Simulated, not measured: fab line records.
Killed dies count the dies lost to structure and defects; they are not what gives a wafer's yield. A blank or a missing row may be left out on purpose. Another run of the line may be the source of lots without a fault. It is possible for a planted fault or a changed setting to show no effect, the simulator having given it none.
Check for tools in common || flow gf180mcu || Sampled: 11 lots, 45 wafers

== REASON IT WAS OPENED ==
At GF_POLY_GATE_THK_MEAS_01 the reading POLY_GATE_CVD_00_THK is flagged on 4 of 11 lots. Fault-free wafers read 200.6 nm, with a standard deviation of 1.9.
Rule: flag the lot when none of its wafers has a number, or when each of its wafers that has one lies beyond 4 standard deviations from that mean. The rest of the lots are taken to be sound.

{"lot": "L888", "measured": "day 9 10:53", "on": "film metro-02", "POLY_GATE_CVD_00_THK (nm), wafer by wafer": "201.2 198.6 200.1", "flag": ""}
{"lot": "L889", "measured": "day 9 14:41", "on": "film metro-03", "POLY_GATE_CVD_00_THK (nm), wafer by wafer": "202.6 202.5 201.7", "flag": ""}
{"lot": "L890", "measured": "day 9 22:53", "on": "film metro-04", "POLY_GATE_CVD_00_THK (nm), wafer by wafer": "198.8 199.9 199.8", "flag": ""}
{"lot": "L892", "measured": "day 10 16:30", "on": "film metro-03", "POLY_GATE_CVD_00_THK (nm), wafer by wafer": "196.9 197.7 194.5", "flag": ""}
{"lot": "L894", "measured": "day 11 02:59", "on": "film metro-03", "POLY_GATE_CVD_00_THK (nm), wafer by wafer": "204.6 204.5 205.4", "flag": ""}
{"lot": "L900", "measured": "day 12 20:25", "on": "film metro-04", "POLY_GATE_CVD_00_THK (nm), wafer by wafer": "155.0 156.9 156.4 155.0 157.0 156.3", "flag": "FLAGGED"}
{"lot": "L901", "measured": "day 13 03:16", "on": "film metro-04", "POLY_GATE_CVD_00_THK (nm), wafer by wafer": "156.8 156.6 156.8 156.9 156.6 156.8", "flag": "FLAGGED"}
{"lot": "L902", "measured": "day 13 11:44", "on": "film metro-02", "POLY_GATE_CVD_00_THK (nm), wafer by wafer": "156.1 157.1 154.3 156.1 157.2 154.3", "flag": "FLAGGED"}
{"lot": "L903", "measured": "day 13 21:37", "on": "film metro-04", "POLY_GATE_CVD_00_THK (nm), wafer by wafer": "157.0 158.2 158.5 157.0 158.4 158.4", "flag": "FLAGGED"}
{"lot": "L907", "measured": "day 14 21:52", "on": "film metro-03", "POLY_GATE_CVD_00_THK (nm), wafer by wafer": "200.5 199.2 200.2", "flag": ""}
{"lot": "L908", "measured": "day 15 08:26", "on": "film metro-04", "POLY_GATE_CVD_00_THK (nm), wafer by wafer": "199.7 200.3 199.6", "flag": ""}
The numbers of the flagged lots are 156.7 nm on average: -43.9 nm against the usual, or -23 standard deviations.

== WHICH TOOL RAN EACH LOT ==
The record keeps 1 process step preceding the reading, out of 602 steps on the route. Each cell gives the tool, then ch followed by the chambers the sampled wafers passed through, then the start.
{"lot": "L888", "flag": "", "GF_POLY_GATE_CVD_00": "lpcvd-02 ch 0, day 9 09:32"}
{"lot": "L889", "flag": "", "GF_POLY_GATE_CVD_00": "lpcvd-01 ch 0, day 9 13:21"}
{"lot": "L890", "flag": "", "GF_POLY_GATE_CVD_00": "lpcvd-02 ch 1, day 9 21:32"}
{"lot": "L892", "flag": "", "GF_POLY_GATE_CVD_00": "lpcvd-02 ch 0, day 10 15:10"}
{"lot": "L894", "flag": "", "GF_POLY_GATE_CVD_00": "lpcvd-01 ch 1, day 11 01:39"}
{"lot": "L900", "flag": "FLAGGED", "GF_POLY_GATE_CVD_00": "lpcvd-02 ch 0, day 12 19:04"}
{"lot": "L901", "flag": "FLAGGED", "GF_POLY_GATE_CVD_00": "lpcvd-02 ch 0, day 13 01:55"}
{"lot": "L902", "flag": "FLAGGED", "GF_POLY_GATE_CVD_00": "lpcvd-02 ch 0, day 13 10:25"}
{"lot": "L903", "flag": "FLAGGED", "GF_POLY_GATE_CVD_00": "lpcvd-02 ch 0, day 13 20:16"}
{"lot": "L907", "flag": "", "GF_POLY_GATE_CVD_00": "lpcvd-01 ch 1, day 14 20:31"}
{"lot": "L908", "flag": "", "GF_POLY_GATE_CVD_00": "lpcvd-01 ch 0, day 15 07:05"}
What these steps do:
- GF_POLY_GATE_CVD_00: deposits poly-Si, target thk 200 nm, time 1200 s.
- GF_POLY_GATE_THK_MEAS_01

== FLAGGED OVER TOTAL, TOOL BY TOOL (the gauges that took the reading come last) ==
{"step": "GF_POLY_GATE_CVD_00", "tool": "lpcvd-01", "lots run": 4, "flagged": 0, "share of the flagged lots": "none", "sound lots run after its first flagged lot": "-"}
{"step": "GF_POLY_GATE_CVD_00", "tool": "lpcvd-02", "lots run": 7, "flagged": 4, "share of the flagged lots": "all", "sound lots run after its first flagged lot": 0}
{"step": "GF_POLY_GATE_THK_MEAS_01", "tool": "film metro-02", "lots run": 2, "flagged": 1, "share of the flagged lots": "some", "sound lots run after its first flagged lot": 0}
{"step": "GF_POLY_GATE_THK_MEAS_01", "tool": "film metro-03", "lots run": 4, "flagged": 0, "share of the flagged lots": "none", "sound lots run after its first flagged lot": "-"}
{"step": "GF_POLY_GATE_THK_MEAS_01", "tool": "film metro-04", "lots run": 5, "flagged": 3, "share of the flagged lots": "some", "sound lots run after its first flagged lot": "1 (L908)"}

== THE TABLE: WHAT IT ALLOWS ==
1 row of the table ran every flagged lot: lpcvd-02 at GF_POLY_GATE_CVD_00.
- lpcvd-02 at GF_POLY_GATE_CVD_00: 4 of its 7 lots flagged. Its last sound lot is L892 (day 10 15:10), its first flagged lot L900 (day 12 19:04): a fault that began between those two fits.
One tool is left: lpcvd-02 at GF_POLY_GATE_CVD_00.

== WHAT HAD BEEN PUT IN BY THE SIMULATOR ==
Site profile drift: lpcvd-02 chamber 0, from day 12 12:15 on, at GF_POLY_GATE_CVD_00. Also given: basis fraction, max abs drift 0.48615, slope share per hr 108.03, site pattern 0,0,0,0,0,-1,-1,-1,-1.
Lots struck among those shown: L900, L901, L902, L903. Same finding as the rule above.
